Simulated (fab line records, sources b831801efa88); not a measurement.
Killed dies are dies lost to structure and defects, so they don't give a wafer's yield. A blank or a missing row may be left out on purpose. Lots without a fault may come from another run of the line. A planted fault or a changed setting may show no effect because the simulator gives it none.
fab line records | flow gf180mcu
record lots=5 wafers=15 last_day=34
route steps=602 shown V1@357 M2@362 V2@382
lots that met no fault: from a run of the same line without faults
start_h: hours from the record's first day to the start of the lot's first wafer shown | wait_h: hours since the lot's step before | " the same as in the row above | L1.1+2: a row that stands for several wafers | - no value, or no start given | * or withheld: withheld | < > ~ a bound
route shown NAME@n: a module of which the file shows steps, and the number in the route of the first | usual: mean/standard deviation of fault-free wafers | same: alike in all rows | chamber/n: place in a boat | sites: the reading at each site | _std_site: their standard deviation | _edge_site: outer sites' mean less inner sites' | radius_mm: how far each site lies from the wafer's centre | mask NAME#n: copy n | behind: the tool/chamber that last shaped the wafer | hold: why the lot was held/for how many hours/how that ended | device: the transistor (n, p or np) that didn't switch | end of line: the same wafers' tests at the end of the route | a step without rows: its recipe alone | killed: dies lost to structure and defects at the first sort, not the wafer's yield | map: a wafer's dies, x killed, . not, _ none there
set.NAME: the setting as run; set.NAME@STEP: as run at that earlier step | model.NAME: the simulator's own value behind a step, which no gauge read
lots at some steps of the route; a table a step, a row a wafer
services: from which hour (start_h, from the record's first day; less than 0 if before it) a tool's chamber was out of use, for how many hours, and why
## steps
# step GF_V1_SPUTTER_22
# recipe material=TiN target_thk_nm=10 chamber_pressure_pa=5 power_w=4000 time_s=40
# usual throttle_valve_pct=30.0/0.89
# columns lot.wafer tool chamber start_h wait_h throttle_valve_pct
L085.2 pvd_sputter-01 - 521.31 0.0 30.1
L085.5 " - " " 29.6
L085.6 " - " " 30.4
L087.4 pvd_sputter-04 - 542.00 0.0 31.3
L087.5 " - " " 30.2
L087.6 " - " " 31.6
L091.3 pvd_sputter-01 - 572.31 0.0 29.8
L091.5 " - " " 30.4
L091.6 " - " " 29.6
L093.3 pvd_sputter-04 - 587.11 0.0 31.3
L093.4 " - " " 28.5
L093.6 " - " " 29.8
L094.2 pvd_sputter-01 - 601.26 0.0 30.2
L094.3 " - " " 29.5
L094.5 " - " " 30.3
# step GF_V1_CVD_23
# recipe material=W target_thk_nm=350 time_s=105.05 temp_c=400 pressure_torr=40
# usual heater_power_w=922/130
# columns lot.wafer tool chamber start_h wait_h heater_power_w
L085.2 cvd_w-02 0 521.35 0.0 1085
L085.5 " 0 " " 1092
L085.6 " 1 " " 1011
L087.4 cvd_w-01 1 542.07 0.1 819
L087.5 " 0 " " 734
L087.6 " 1 " " 823
L091.3 cvd_w-02 1 572.39 0.1 998
L091.5 " 0 " " 1076
L091.6 " 1 " " 1007
L093.3 cvd_w-02 0 587.19 0.1 1062
L093.4 " 1 " " 993
L093.6 " 0 " " 1066
L094.2 cvd_w-02 0 601.30 0.0 1089
L094.3 " 1 " " 995
L094.5 " 0 " " 1082
# step GF_V1_RS_MEAS_24
# recipe thk_meas_gauge=four-point-probe reads=W_of_V1_CVD_23+TiN_of_V1_SPUTTER_22+Ti_of_V1_SPUTTER_21
# usual V1_W_RS=0.329/0.0034
# columns lot.wafer tool chamber start_h wait_h V1_W_RS[ohm/sq]
L085.2 film_metro-01 - 521.48 0.1 0.328
L085.5 " - " " 0.331
L085.6 " - " " 0.330
L087.4 film_metro-04 - 542.21 0.1 0.327
L087.5 " - " " 0.325
L087.6 " - " " 0.328
L091.3 film_metro-01 - 572.50 0.1 0.324
L091.5 " - " " 0.326
L091.6 " - " " 0.328
L093.3 film_metro-01 - 587.30 0.1 0.328
L093.4 " - " " 0.330
L093.6 " - " " 0.325
L094.2 film_metro-01 - 601.43 0.1 0.327
L094.3 " - " " 0.328
L094.5 " - " " 0.330
# step GF_V1_THK_MEAS_25
# recipe thk_meas_gauge=xrf reads=W_of_V1_CVD_23
# usual V1_W_THK=368/4.7
# columns lot.wafer tool chamber start_h wait_h V1_W_THK[nm]
L085.2 film_metro-01 - 521.59 0.1 369
L085.5 " - " " 363
L085.6 " - " " 366
L087.4 film_metro-04 - 542.30 0.1 372
L087.5 " - " " 376
L087.6 " - " " 369
L091.3 film_metro-01 - 572.60 0.1 377
L091.5 " - " " 377
L091.6 " - " " 375
L093.3 film_metro-01 - 587.40 0.1 369
L093.4 " - " " 366
L093.6 " - " " 372
L094.2 film_metro-01 - 601.54 0.1 369
L094.3 " - " " 366
L094.5 " - " " 363
# step GF_V1_CMP_26
# recipe stop_on=SiO2 down_force_psi=3.5 platen_rpm=60 t_overpolish_s=15 target_thk_nm=0 pad_velocity_m_s=0.94248
# usual motor_current_A=11.3/0.75 overpolish_run_s=15.002/0.0086 time_to_endpoint_s=83.3/2.9
# columns lot.wafer tool chamber start_h wait_h motor_current_A overpolish_run_s time_to_endpoint_s
L085.2 cmp-01 3 521.69 0.1 12.7 14.996 85.3
L085.6 " 2 " " 10.9 14.996 84.4
L085.5 " 3 " " 12.2 14.990 82.9
L087.4 cmp-02 0 542.48 0.2 10.5 15.008 80.4
L087.5 " 1 " " 10.3 15.002 86.5
L087.6 " 2 " " 12.4 15.002 78.7
L091.3 cmp-02 3 572.80 0.2 11.8 15.010 79.3
L091.6 " 2 " " 11.6 15.007 81.3
L091.5 " 3 " " 11.4 15.011 81.7
L093.3 cmp-01 0 587.44 0.0 11.6 15.007 85.0
L093.4 " 3 " " 12.2 14.997 80.6
L093.6 " 1 " " 10.7 15.014 87.4
L094.3 cmp-01 2 601.59 0.0 9.9 14.995 80.2
L094.2 " 0 " " 12.1 15.005 85.3
L094.5 " 2 " " 10.9 15.006 84.8
# step GF_M2_SPUTTER_00
# recipe material=Ti target_thk_nm=37.5 arriving_ion_energy_ev=80 substrate_temp_c=200 chamber_pressure_pa=2 power_w=4000 time_s=150
# usual throttle_valve_pct=29.9/1.1
# columns lot.wafer tool chamber start_h wait_h throttle_valve_pct
L085.2 pvd_sputter-02 - 521.94 0.2 30.8
L085.5 " - " " 28.4
L085.6 " - " " 31.8
L087.4 pvd_sputter-02 - 542.68 0.1 30.9
L087.5 " - " " 28.9
L087.6 " - " " 28.5
L091.3 pvd_sputter-02 - 573.05 0.2 29.0
L091.5 " - " " 29.3
L091.6 " - " " 30.9
L093.3 pvd_sputter-02 - 587.74 0.2 30.8
L093.4 " - " " 29.1
L093.6 " - " " 29.1
L094.2 pvd_sputter-03 - 601.89 0.1 29.4
L094.3 " - " " 30.4
L094.5 " - " " 29.6
# step GF_M2_SPUTTER_01
# recipe material=TiN target_thk_nm=30 power_w=6500 time_s=25 chamber_pressure_pa=0.4
# usual throttle_valve_pct=29.9/1.1
# columns lot.wafer tool chamber start_h wait_h throttle_valve_pct
L085.2 pvd_sputter-02 - 522.04 0.1 30.9
L085.5 " - " " 28.5
L085.6 " - " " 31.8
L087.4 pvd_sputter-02 - 542.74 0.0 30.7
L087.5 " - " " 29.2
L087.6 " - " " 28.5
L091.3 pvd_sputter-02 - 573.15 0.1 29.4
L091.5 " - " " 29.0
L091.6 " - " " 30.8
L093.3 pvd_sputter-02 - 587.84 0.1 30.9
L093.4 " - " " 29.2
L093.6 " - " " 29.3
L094.2 pvd_sputter-03 - 601.99 0.1 29.4
L094.3 " - " " 30.1
L094.5 " - " " 29.8
# step GF_M2_SPUTTER_02
# recipe material=AlCu target_thk_nm=450 power_w=10600 time_s=23.9 chamber_pressure_pa=0.4
# usual throttle_valve_pct=29.9/1.1
# columns lot.wafer tool chamber start_h wait_h throttle_valve_pct
L085.2 pvd_sputter-02 - 522.07 0.0 31.0
L085.5 " - " " 28.3
L085.6 " - " " 31.9
L087.4 pvd_sputter-02 - 542.77 0.0 31.0
L087.5 " - " " 29.0
L087.6 " - " " 28.5
L091.3 pvd_sputter-02 - 573.18 0.0 29.4
L091.5 " - " " 29.1
L091.6 " - " " 31.0
L093.3 pvd_sputter-02 - 587.87 0.0 30.6
L093.4 " - " " 28.9
L093.6 " - " " 29.1
L094.2 pvd_sputter-03 - 602.02 0.0 29.4
L094.3 " - " " 30.4
L094.5 " - " " 29.7
# step GF_M2_SPUTTER_03
# recipe material=Ti target_thk_nm=10 substrate_temp_c=300 chamber_pressure_pa=0.3 power_w=3000 time_s=6.7
# usual throttle_valve_pct=29.9/1.1
# columns lot.wafer tool chamber start_h wait_h throttle_valve_pct
L085.2 pvd_sputter-02 - 522.10 0.0 30.8
L085.5 " - " " 28.4
L085.6 " - " " 31.5
L087.4 pvd_sputter-02 - 542.80 0.0 30.7
L087.5 " - " " 28.9
L087.6 " - " " 28.4
L091.3 pvd_sputter-02 - 573.21 0.0 29.1
L091.5 " - " " 29.1
L091.6 " - " " 30.7
L093.3 pvd_sputter-02 - 587.90 0.0 30.9
L093.4 " - " " 29.0
L093.6 " - " " 29.1
L094.2 pvd_sputter-03 - 602.05 0.0 29.6
L094.3 " - " " 30.5
L094.5 " - " " 30.1
# step GF_M2_SPUTTER_04
# recipe material=TiN target_thk_nm=50 power_w=6500 time_s=41.7 chamber_pressure_pa=0.4
# usual throttle_valve_pct=29.8/1.1
# columns lot.wafer tool chamber start_h wait_h throttle_valve_pct
L085.2 pvd_sputter-02 - 522.12 0.0 30.9
L085.5 " - " " 28.4
L085.6 " - " " 32.0
L087.4 pvd_sputter-02 - 542.83 0.0 30.6
L087.5 " - " " 28.8
L087.6 " - " " 28.3
L091.3 pvd_sputter-02 - 573.23 0.0 29.2
L091.5 " - " " 29.2
L091.6 " - " " 31.0
L093.3 pvd_sputter-02 - 587.92 0.0 30.8
L093.4 " - " " 29.1
L093.6 " - " " 29.1
L094.2 pvd_sputter-03 - 602.07 0.0 29.6
L094.3 " - " " 30.4
L094.5 " - " " 29.9
# step GF_M2_RS_MEAS_05
# recipe thk_meas_gauge=four-point-probe reads=TiN_of_M2_SPUTTER_04+Ti_of_M2_SPUTTER_03+AlCu_of_M2_SPUTTER_02+TiN_of_M2_SPUTTER_01+Ti_of_M2_SPUTTER_00
# usual M2_ALCU_RS=0.0697/0.00072
# columns lot.wafer tool chamber start_h wait_h M2_ALCU_RS[ohm/sq]
L085.2 film_metro-02 - 522.18 0.0 0.0698
L085.5 " - " " 0.0690
L085.6 " - " " 0.0695
L087.4 film_metro-03 - 542.91 0.1 0.0693
L087.5 " - " " 0.0687
L087.6 " - " " 0.0686
L091.3 film_metro-03 - 573.31 0.1 0.0685
L091.5 " - " " 0.0683
L091.6 " - " " 0.0690
L093.3 film_metro-03 - 588.00 0.1 0.0697
L093.4 " - " " 0.0693
L093.6 " - " " 0.0694
L094.2 film_metro-01 - 602.13 0.0 0.0691
L094.3 " - " " 0.0686
L094.5 " - " " 0.0688
# step GF_M2_THK_MEAS_06
# recipe thk_meas_gauge=xrf reads=AlCu_of_M2_SPUTTER_02
# usual M2_ALCU_THK=443/4.7
# columns lot.wafer tool chamber start_h wait_h M2_ALCU_THK[nm]
L085.2 film_metro-02 - 522.29 0.1 447
L085.5 " - " " 448
L085.6 " - " " 447
L087.4 film_metro-03 - 543.00 0.1 448
L087.5 " - " " 446
L087.6 " - " " 449
L091.3 film_metro-03 - 573.41 0.1 449
L091.5 " - " " 452
L091.6 " - " " 450
L093.3 film_metro-03 - 588.10 0.1 441
L093.4 " - " " 443
L093.6 " - " " 443
L094.2 film_metro-01 - 602.24 0.1 446
L094.3 " - " " 445
L094.5 " - " " 447
# step GF_M2_DEHYDRATE_07
# recipe temp_c=200 time_s=60
# columns lot.wafer tool chamber start_h wait_h
L085.2+5+6 litho_track-01 0 533.85 11.5
L087.4+5+6 litho_track-01 0 554.20 11.2
L091.3+5+6 litho_track-02 0 584.02 10.6
L093.3+4+6 litho_track-02 0 598.42 10.3
L094.2+3+5 litho_track-01 0 612.15 9.9
# step GF_M2_HMDS_08
# recipe prime_time_s=60 prime_temp_c=120
# columns lot.wafer tool chamber start_h wait_h
L085.2+5+6 litho_track-01 0 534.00 0.1
L087.4+5+6 litho_track-01 0 554.35 0.1
L091.3+5+6 litho_track-02 0 584.17 0.1
L093.3+4+6 litho_track-02 0 598.57 0.1
L094.2+3+5 litho_track-01 0 612.30 0.1
# step GF_M2_COAT_09
# recipe resist=KrF spin_rpm=withheld resist_thk_nm=1000
# columns lot.wafer tool chamber start_h wait_h
L085.2+5+6 litho_track-01 0 534.15 0.1
L087.4+5+6 litho_track-01 0 554.50 0.1
L091.3+5+6 litho_track-02 0 584.32 0.1
L093.3+4+6 litho_track-02 0 598.72 0.1
L094.2+3+5 litho_track-01 0 612.45 0.1
# step GF_M2_SOFTBAKE_10
# recipe temp_c=130 time_s=60 resist=KrF
# columns lot.wafer tool chamber start_h wait_h
L085.2+5+6 litho_track-01 0 534.30 0.1
L087.4+5+6 litho_track-01 0 554.65 0.1
L091.3+5+6 litho_track-02 0 584.47 0.1
L093.3+4+6 litho_track-02 0 598.87 0.1
L094.2+3+5 litho_track-01 0 612.60 0.1
# step GF_M2_EXPOSE_11
# recipe mask_id=Metal2 target_cd_nm=280 na=0.68 source_shape=conventional sigma_outer=0.6 dose_mj=28
# usual exposure_dose_mJ_cm2=28.19/0.18
# columns lot.wafer tool chamber start_h wait_h mask exposure_dose_mJ_cm2
L085.2 krf_scanner-01 0 - - Metal2#0 27.96
L085.5 " 0 " " Metal2#0 27.89
L085.6 " 0 " " Metal2#0 27.95
L087.4 krf_scanner-01 0 - - Metal2#0 27.95
L087.5 " 0 " " Metal2#0 27.94
L087.6 " 0 " " Metal2#0 27.90
L091.3 krf_scanner-02 0 - - Metal2#0 28.32
L091.5 " 0 " " Metal2#0 28.35
L091.6 " 0 " " Metal2#0 28.33
L093.3 krf_scanner-01 0 - - Metal2#0 27.95
L093.4 " 0 " " Metal2#0 27.97
L093.6 " 0 " " Metal2#0 27.94
L094.2 krf_scanner-01 0 - - Metal2#0 27.96
L094.3 " 0 " " Metal2#0 27.95
L094.5 " 0 " " Metal2#0 27.95
# step GF_M2_PEB_12
# recipe peb_temp_c=135 peb_time_s=90 resist=KrF
# columns lot.wafer tool chamber start_h wait_h
L085.2+5+6 litho_track-01 0 - -
L087.4+5+6 litho_track-02 0 - -
L091.3+5+6 litho_track-02 0 - -
L093.3+4+6 litho_track-02 0 - -
L094.2+3+5 litho_track-04 0 - -
# step GF_M2_DEVELOP_13
# recipe develop_time_s=60 dev_temp_c=21
# columns lot.wafer tool chamber start_h wait_h
L085.2+5+6 litho_track-01 0 545.95 0.2
L087.4+5+6 litho_track-02 0 565.49 0.1
L091.3+5+6 litho_track-02 0 595.52 0.1
L093.3+4+6 litho_track-02 0 609.12 0.1
L094.2+3+5 litho_track-04 0 623.09 0.2
# step GF_M2_CD_MEAS_14
# recipe target_cd_nm=280
# usual cd_nm=280.6/1.5
# columns lot.wafer tool chamber start_h wait_h cd_nm
L085.2 cd_sem-02 - 546.10 0.1 280.6
L085.5 " - " " 282.3
L085.6 " - " " 280.8
L087.4 cd_sem-02 - 565.63 0.1 282.0
L087.5 " - " " 281.0
L087.6 " - " " 281.8
L091.3 cd_sem-01 - 595.75 0.2 278.4
L091.5 " - " " 278.0
L091.6 " - " " 279.4
L093.3 cd_sem-01 - 609.26 0.1 278.2
L093.4 " - " " 278.9
L093.6 " - " " 278.8
L094.2 cd_sem-01 - 623.24 0.1 282.7
L094.3 " - " " 281.6
L094.5 " - " " 283.3
# step GF_M2_OVL_MEAS_15
# usual M2_OVL=-1/5.1
# columns lot.wafer tool chamber start_h wait_h M2_OVL[nm]
L085.2 overlay-01 - 546.20 0.1 2
L085.5 " - " " 9
L085.6 " - " " -1
L087.4 overlay-02 - 565.70 0.1 5
L087.5 " - " " 3
L087.6 " - " " 3
L091.3 overlay-02 - 595.85 0.1 -2
L091.5 " - " " 2
L091.6 " - " " -6
L093.3 overlay-01 - 609.35 0.1 2
L093.4 " - " " 7
L093.6 " - " " -3
L094.2 overlay-01 - 623.34 0.1 -1
L094.3 " - " " -7
L094.5 " - " " -5
# step GF_M2_METAL_ETCH_16
# recipe chemistry=Cl2/BCl3 mask_material=KrF target_depth_nm=627.5 stop_on=SiO2 pressure_mtorr=8 icp_w=800 bias_w=140 Cl2_flow_sccm=80 bcl3_flow_sccm=40 time_s=104.6
# usual drypump_motor_current_A=5.7/0.44 oes_product_au=0.971/0.0066 throttle_valve_pct=28.251/0.01
# columns lot.wafer tool chamber start_h wait_h drypump_motor_current_A oes_product_au rf_hours_counter_h throttle_valve_pct
L085.2 rie_metal-01 0 546.23 0.0 5.5 0.973 8 28.241
L085.5 " 0 " " 5.5 0.973 - 28.261
L085.6 " 1 " " 5.0 0.965 - 28.242
L087.4 rie_metal-01 0 565.76 0.0 5.5 0.978 - 28.237
L087.5 " 0 " " 5.5 0.983 - 28.250
L087.6 " 1 " " 5.0 0.978 - 28.234
L091.3 rie_metal-01 0 595.95 0.1 5.5 0.978 - 28.226
L091.5 " 0 " " 5.5 0.976 - 28.251
L091.6 " 0 " " 5.5 0.974 - 28.235
L093.3 rie_metal-01 0 609.41 0.1 5.5 0.982 - 28.253
L093.4 " 1 " " 5.0 0.974 - 28.252
L093.6 " 0 " " 5.5 0.980 - 28.237
L094.2 rie_metal-03 0 623.41 0.1 5.8 0.979 - 28.260
L094.3 " 0 " " 5.8 0.970 - 28.239
L094.5 " 0 " " 5.8 0.969 - 28.251
# step GF_M2_STRIP_17
# recipe chemistry=O2/N2 power_w=1400 pressure_mtorr=1500 platen_temp_c=250 o2_flow_sccm=3000 n2_flow_sccm=300 overash_fraction=0.5
# usual drypump_motor_current_A=5.6/0.3 heater_power_w=335/35 o2_flow_sccm=3000/10 oes_product_au=0.557/0.0056 strip_time_to_endpoint_s=7.86/0.039
# columns lot.wafer tool chamber start_h wait_h drypump_motor_current_A heater_power_w o2_flow_sccm oes_product_au rf_hours_counter_h strip_time_to_endpoint_s
L085.2 plasma_asher-02 1 546.34 0.1 6.2 375 2986 0.554 12 7.83
L085.5 " 1 " " 6.2 367 2983 0.550 - 7.83
L085.6 " 0 " " 5.3 337 3006 0.567 - 7.91
L087.4 plasma_asher-03 0 565.87 0.1 5.7 324 2993 0.560 - 7.83
L087.5 " 0 " " 5.7 320 2999 0.558 - 7.79
L087.6 " 1 " " 5.5 285 3021 0.548 - 7.90
L091.3 plasma_asher-02 0 596.13 0.1 5.3 342 2995 0.555 - 7.84
L091.5 " 1 " " 6.2 382 3004 0.560 - 7.81
L091.6 " 0 " " 5.3 338 2994 0.557 - 7.81
L093.3 plasma_asher-03 1 609.52 0.1 5.5 277 3010 0.564 - 7.81
L093.4 " 0 " " 5.7 321 3010 0.565 - 7.84
L093.6 " 0 " " 5.7 321 3002 0.545 - 7.80
L094.2 plasma_asher-02 1 623.60 0.1 6.2 376 3013 0.566 20 7.88
L094.3 " 0 " " 5.3 342 3014 0.561 - 7.88
L094.5 " 0 " " 5.3 339 3018 0.559 - 7.92
# step GF_M2_STRIP_18
# recipe chemistry=post_etch_residue_remover time_s=1200 temp_c=72.5
# columns lot.wafer tool chamber start_h wait_h
L085.2+5+6 wet_bench-03 2 546.44 0.1
L087.4+5+6 wet_bench-02 2 565.93 0.0
L091.3+5+6 wet_bench-02 2 596.20 0.0
L093.3+4+6 wet_bench-02 1 609.58 0.0
L094.2+3+5 wet_bench-03 1 623.70 0.1
# step GF_M2_CLEAN_19
# recipe chemistry=DIW dry=n2_spin
# columns lot.wafer tool chamber start_h wait_h
L085.2+5+6 wet_bench-01 2 546.79 0.0
L087.4+5+6 wet_bench-03 0 566.28 0.0
L091.3+5+6 wet_bench-01 1 596.57 0.0
L093.3+4+6 wet_bench-03 2 609.93 0.0
L094.2+3+5 wet_bench-03 3 624.04 0.0
# step GF_V2_CVD_00
# recipe material=SiO2 target_thk_nm=600 sigma_open_frac=0.3 temp_c=400 time_s=100 sih4_flow_sccm=60 pressure_mtorr=6
# columns lot.wafer tool chamber start_h wait_h
L085.2+5+6 hdpcvd-01 2,2,1 546.88 0.0
L087.4+5+6 hdpcvd-01 2,0,1 566.40 0.0
L091.3+5+6 hdpcvd-02 1,1,2 596.66 0.0
L093.3+4+6 hdpcvd-02 1,2,1 610.02 0.0
L094.2+3+5 hdpcvd-01 2,0,0 624.13 0.0
# step GF_V2_THK_MEAS_01
# recipe reads=SiO2_of_V2_CVD_00
# usual V2_CVD_00_THK=603/5.4
# columns lot.wafer tool chamber start_h wait_h V2_CVD_00_THK[nm]
L085.2 film_metro-01 - 546.96 0.0 606
L085.5 " - " " 607
L085.6 " - " " 604
L087.4 film_metro-04 - 566.47 0.0 604
L087.5 " - " " 595
L087.6 " - " " 598
L091.3 film_metro-01 - 596.75 0.1 609
L091.5 " - " " 611
L091.6 " - " " 600
L093.3 film_metro-01 - 610.11 0.1 607
L093.4 " - " " 608
L093.6 " - " " 606
L094.2 film_metro-01 - 624.21 0.0 591
L094.3 " - " " 591
L094.5 " - " " 596
# step GF_V2_CVD_02
# recipe material=SiO2 target_thk_nm=850 precursor=TEOS temp_c=400 time_s=94.851 rf_w=600
# usual heater_power_w=630/62
# columns lot.wafer tool chamber start_h wait_h heater_power_w
L085.2 pecvd-04 1 547.01 0.0 592
L085.5 " 2 " " 553
L085.6 " 1 " " 621
L087.4 pecvd-01 2 566.54 0.1 696
L087.5 " 0 " " 645
L087.6 " 1 " " 686
L091.3 pecvd-04 0 596.79 0.0 647
L091.5 " 1 " " 544
L091.6 " 2 " " 554
L093.3 pecvd-01 2 610.15 0.0 702
L093.4 " 0 " " 654
L093.6 " 1 " " 607
L094.2 pecvd-01 2 624.26 0.0 696
L094.3 " 1 " " 657
L094.5 " 2 " " 692
# step GF_V2_THK_MEAS_03
# recipe reads=SiO2_of_V2_CVD_02
# usual V2_CVD_02_THK=850/10
# columns lot.wafer tool chamber start_h wait_h V2_CVD_02_THK[nm]
L085.2 film_metro-04 - 547.09 0.0 849
L085.5 " - " " 858
L085.6 " - " " 853
L087.4 film_metro-02 - 566.60 0.0 859
L087.5 " - " " 863
L087.6 " - " " 867
L091.3 film_metro-02 - 596.88 0.1 841
L091.5 " - " " 846
L091.6 " - " " 851
L093.3 film_metro-02 - 610.24 0.1 828
L093.4 " - " " 846
L093.6 " - " " 850
L094.2 film_metro-02 - 624.34 0.0 845
L094.3 " - " " 844
L094.5 " - " " 860
# step GF_V2_CMP_04
# recipe material=SiO2 down_force_psi=4 platen_rpm=60 pad_velocity_m_s=0.94248
# usual motor_current_A=12.2/0.96 time_to_endpoint_s=80/4.7
# columns lot.wafer tool chamber start_h wait_h motor_current_A time_to_endpoint_s
L085.2 cmp-02 2 547.24 0.1 13.8 82
L085.6 " 0 " " 11.6 81
L085.5 " 1 " " 10.4 85
L087.4 cmp-02 0 566.78 0.2 12.2 80
L087.5 " 1 " " 11.1 87
L087.6 " 2 " " 12.9 86
L091.3 cmp-02 0 596.97 0.1 11.2 78
L091.6 " 3 " " 13.1 82
L091.5 " 0 " " 10.8 79
L093.4 cmp-01 2 610.28 0.0 11.4 77
L093.3 " 0 " " 12.6 74
L093.6 " 3 " " 13.6 82
L094.2 cmp-01 2 624.44 0.1 11.6 79
L094.3 " 3 " " 13.2 77
L094.5 " 1 " " 12.5 83
# step GF_V2_BOW_MEAS_05
# recipe mode=bow
# usual V2_BOW=100/7.1
# columns lot.wafer tool chamber start_h wait_h V2_BOW[um]
L085.2 film_metro-01 - 547.46 0.2 103
L085.5 " - " " 107
L085.6 " - " " 99
L087.4 film_metro-01 - 566.99 0.2 103
L087.5 " - " " 110
L087.6 " - " " 95
L091.3 film_metro-02 - 597.26 0.2 119
L091.5 " - " " 109
L091.6 " - " " 112
L093.3 film_metro-04 - 610.62 0.2 93
L093.4 " - " " 88
L093.6 " - " " 95
L094.2 film_metro-01 - 624.71 0.2 105
L094.3 " - " " 101
L094.5 " - " " 99
# step GF_V2_DEHYDRATE_06
# recipe temp_c=200 time_s=60
# columns lot.wafer tool chamber start_h wait_h
L085.2+5+6 litho_track-03 0 558.26 10.8
L087.4+5+6 litho_track-03 0 577.86 10.8
L091.3+5+6 litho_track-02 0 607.22 9.9
L093.3+4+6 litho_track-03 0 620.73 10.1
L094.2+3+5 litho_track-03 0 634.06 9.3
# step GF_V2_HMDS_07
# recipe prime_time_s=60 prime_temp_c=120
# columns lot.wafer tool chamber start_h wait_h
L085.2+5+6 litho_track-03 0 558.41 0.1
L087.4+5+6 litho_track-03 0 578.01 0.1
L091.3+5+6 litho_track-02 0 607.37 0.1
L093.3+4+6 litho_track-03 0 620.88 0.1
L094.2+3+5 litho_track-03 0 634.21 0.1
# step GF_V2_COAT_08
# recipe resist=BARC temp_c=withheld time_s=withheld spin_rpm=withheld resist_thk_nm=withheld
# columns lot.wafer tool chamber start_h wait_h
L085.2+5+6 litho_track-03 0 558.56 0.1
L087.4+5+6 litho_track-03 0 578.16 0.1
L091.3+5+6 litho_track-02 0 607.52 0.1
L093.3+4+6 litho_track-03 0 621.03 0.1
L094.2+3+5 litho_track-03 0 634.36 0.1
# step GF_V2_COAT_09
# recipe resist=KrF spin_rpm=withheld resist_thk_nm=1000
# columns lot.wafer tool chamber start_h wait_h
L085.2+5+6 litho_track-03 0 - -
L087.4+5+6 litho_track-03 0 - -
L091.3+5+6 litho_track-02 0 - -
L093.3+4+6 litho_track-03 0 - -
L094.2+3+5 litho_track-03 0 - -
# step GF_V2_SOFTBAKE_10
# recipe temp_c=130 time_s=60 resist=KrF
# columns lot.wafer tool chamber start_h wait_h
L085.2+5+6 litho_track-03 0 - -
L087.4+5+6 litho_track-03 0 - -
L091.3+5+6 litho_track-02 0 - -
L093.3+4+6 litho_track-03 0 - -
L094.2+3+5 litho_track-03 0 - -
# step GF_V2_EXPOSE_11
# recipe mask_id=Via2 target_cd_nm=260 na=0.68 source_shape=conventional sigma_outer=0.6 dose_mj=38
# usual exposure_dose_mJ_cm2=38.16/0.25
# columns lot.wafer tool chamber start_h wait_h mask exposure_dose_mJ_cm2
L085.2 krf_scanner-02 0 - - Via2#0 38.48
L085.5 " 0 " " Via2#0 38.44
L085.6 " 0 " " Via2#0 38.49
L087.4 krf_scanner-01 0 - - Via2#0 37.87
L087.5 " 0 " " Via2#0 37.94
L087.6 " 0 " " Via2#0 37.93
L091.3 krf_scanner-02 0 - - Via2#0 38.43
L091.5 " 0 " " Via2#0 38.42
L091.6 " 0 " " Via2#0 38.41
L093.3 krf_scanner-01 0 - - Via2#0 37.97
L093.4 " 0 " " Via2#0 37.91
L093.6 " 0 " " Via2#0 37.97
L094.2 krf_scanner-01 0 - - Via2#0 37.93
L094.3 " 0 " " Via2#0 37.95
L094.5 " 0 " " Via2#0 37.96
# step GF_V2_PEB_12
# recipe peb_temp_c=135 peb_time_s=90 resist=KrF
# columns lot.wafer tool chamber start_h wait_h
L085.2+5+6 litho_track-02 0 - -
L087.4+5+6 litho_track-03 0 - -
L091.3+5+6 litho_track-03 0 - -
L093.3+4+6 litho_track-03 0 - -
L094.2+3+5 litho_track-03 0 - -
# step GF_V2_DEVELOP_13
# recipe develop_time_s=60 resist=KrF dev_temp_c=21
# columns lot.wafer tool chamber start_h wait_h
L085.2+5+6 litho_track-02 0 569.89 0.2
L087.4+5+6 litho_track-03 0 589.56 0.1
L091.3+5+6 litho_track-03 0 618.48 0.1
L093.3+4+6 litho_track-03 0 631.63 0.1
L094.2+3+5 litho_track-03 0 644.60 0.2
# step GF_V2_CD_MEAS_14
# recipe target_cd_nm=260
# usual cd_nm=259.7/1
# columns lot.wafer tool chamber start_h wait_h cd_nm
L085.2 cd_sem-01 - 570.04 0.1 260.1
L085.5 " - " " 260.3
L085.6 " - " " 258.7
L087.4 cd_sem-01 - 589.69 0.1 260.4
L087.5 " - " " 260.4
L087.6 " - " " 260.7
L091.3 cd_sem-01 - 618.63 0.1 259.9
L091.5 " - " " 259.7
L091.6 " - " " 261.4
L093.3 cd_sem-02 - 631.77 0.1 258.4
L093.4 " - " " 259.3
L093.6 " - " " 259.1
L094.2 cd_sem-02 - 644.75 0.1 259.2
L094.3 " - " " 260.0
L094.5 " - " " 259.5
# step GF_V2_OVL_MEAS_15
# usual V2_OVL=0/5.3
# columns lot.wafer tool chamber start_h wait_h V2_OVL[nm]
L085.2 overlay-01 - 570.14 0.1 2
L085.5 " - " " 3
L085.6 " - " " 3
L087.4 overlay-01 - 589.77 0.1 0
L087.5 " - " " 3
L087.6 " - " " 6
L091.3 overlay-02 - 618.72 0.1 -5
L091.5 " - " " 4
L091.6 " - " " 0
L093.3 overlay-01 - 631.86 0.1 9
L093.4 " - " " 7
L093.6 " - " " 2
L094.2 overlay-02 - 644.86 0.1 -4
L094.3 " - " " 0
L094.5 " - " " -1
## services
# columns tool chamber start_h hours kind
plasma_asher-03 - 505.52 0.7 repair
pecvd-04 - 506.00 2.3 repair
cmp-02 - 509.85 4.0 repair
krf_scanner-01 - 527.33 0.8 pm
cmp-02 - 529.91 1.9 repair
krf_scanner-02 - 531.56 4.4 pm
pecvd-04 - 535.92 0.3 repair
hdpcvd-02 - 539.25 15.0 pm
krf_scanner-01 - 539.33 1.3 pm
pecvd-01 - 540.70 1.8 repair
krf_scanner-01 - 540.88 5.7 repair
hdpcvd-02 - 558.06 1.6 repair
pecvd-01 - 567.15 2.6 repair
krf_scanner-01 - 575.60 1.0 pm
krf_scanner-01 - 591.30 4.0 pm
plasma_asher-02 - 599.40 2.8 pm
cmp-02 - 601.98 4.0 pm
krf_scanner-02 - 603.59 1.0 pm
pvd_sputter-03 - 608.42 0.7 repair
hdpcvd-01 1 611.79 3.4 repair
cmp-01 - 620.45 0.3 repair
krf_scanner-02 - 620.61 1.3 pm
rie_metal-01 0 620.96 2.9 repair
krf_scanner-01 - 641.08 3.6 pm
## key
fault none
